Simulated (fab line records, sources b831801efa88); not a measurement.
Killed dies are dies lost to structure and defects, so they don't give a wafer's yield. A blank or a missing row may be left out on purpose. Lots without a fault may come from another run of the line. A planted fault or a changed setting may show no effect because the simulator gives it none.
A struck lot beside a sound one | flow gf180mcu | 16 steps out of a route of 602
Sound: wafers L829.1, L829.2, L829.4. Struck: wafers L835.4, L835.5, L835.6. The cause comes at the end.
At each step with rows: each side's tool, then ch and its chambers, then its first start. Under that, the readings that differ: sound wafers | struck wafers | difference of the means | sigmas: that difference in standard deviations of wafers without a fault.
alike: readings whose means differ by less than 2 such deviations, and words and numbers that are the same on both sides. not compared: withheld readings, readings that some wafer has no value for, bounds like >300 that may hide the same value, and numbers for which the record gives no deviation and whose values overlap.
The two part at a step that has a row with sigmas, a row that says differs or no value, or rows on one side only. Numbers that don't overlap but have no deviation are shown without sigmas and don't part them. A reading that every wafer of one side lacks parts them only if that side has two wafers or more.

GF_HV_LDD_RS_MEAS_53: measures by four-point-probe.
  sound on film_metro-01, day 13 19:58; struck on film_metro-02, day 15 18:20
  alike: HV_LDD_RS
then, 1 step without rows for these wafers: GF_HV_LDD_CVD_54 (deposits SiO2 from TEOS, target thk 10 nm, time 75 s).
GF_HV_LDD_THK_MEAS_55:
  sound on film_metro-04, day 13 21:35; struck on film_metro-04, day 15 19:59
  alike: HV_LDD_CVD_54_THK
then, 1 step without rows for these wafers: GF_HV_LDD_CVD_56 (deposits Si3N4 from DCS/NH3, target thk 90 nm, time 1543 s).
GF_HV_LDD_THK_MEAS_57:
  sound on film_metro-01, day 13 23:04; struck on film_metro-04, day 15 22:11
  reading                | sound          | struck         | difference | sigmas
  HV_LDD_CVD_56_THK (nm) | 90.9 90.7 90.5 | 89.8 88.8 89.8 | -1.2       | -2
GF_HV_LDD_ETCHBACK_58: etches Si3N4 in CH3F/O2, stops on SiO2, time 100 s, target depth 90 nm.
  sound on rie_diel-02 ch 2,3, day 13 23:08; struck on rie_diel-01 ch 0,3, day 15 22:13
  alike: drypump_motor_current_A, oes_product_au, throttle_valve_pct
  not compared: rf_hours_counter_h
then, 6 steps without rows for these wafers: GF_NSD_DEHYDRATE_00 (time 60 s); GF_NSD_HMDS_01 (prime time 60 s); GF_NSD_COAT_02 (resist thk 1000 nm); GF_NSD_SOFTBAKE_03 (time 60 s); GF_NSD_EXPOSE_04 (exposes mask Nplus, target cd 400 nm); GF_NSD_PEB_05.
GF_NSD_DEVELOP_06: develop time 60 s.
  sound on litho_track-01 ch 0, day 14 19:09; struck on litho_track-01 ch 0, day 16 20:02
  alike: resist_line_temp_C
GF_NSD_CD_MEAS_07: target cd 400 nm.
  sound on cd_sem-01, day 14 19:18; struck on cd_sem-01, day 16 20:10
  reading    | sound             | struck            | difference | sigmas
  cd_nm (nm) | 399.1 398.9 398.4 | 406.8 406.1 404.6 | +7.0       | +3
GF_NSD_OVL_MEAS_08:
  sound on overlay-01, day 14 19:25; struck on overlay-02, day 16 20:14
  alike: NSD_OVL
GF_PASSIVATION_PROBE_99:
  the record has rows for the sound wafers here (prober-02, day 30 08:20) and none for the struck ones

WHERE THEY PART
First at GF_HV_LDD_THK_MEAS_57; last, within this record, at GF_PASSIVATION_PROBE_99.

WHY: what the simulator had put in
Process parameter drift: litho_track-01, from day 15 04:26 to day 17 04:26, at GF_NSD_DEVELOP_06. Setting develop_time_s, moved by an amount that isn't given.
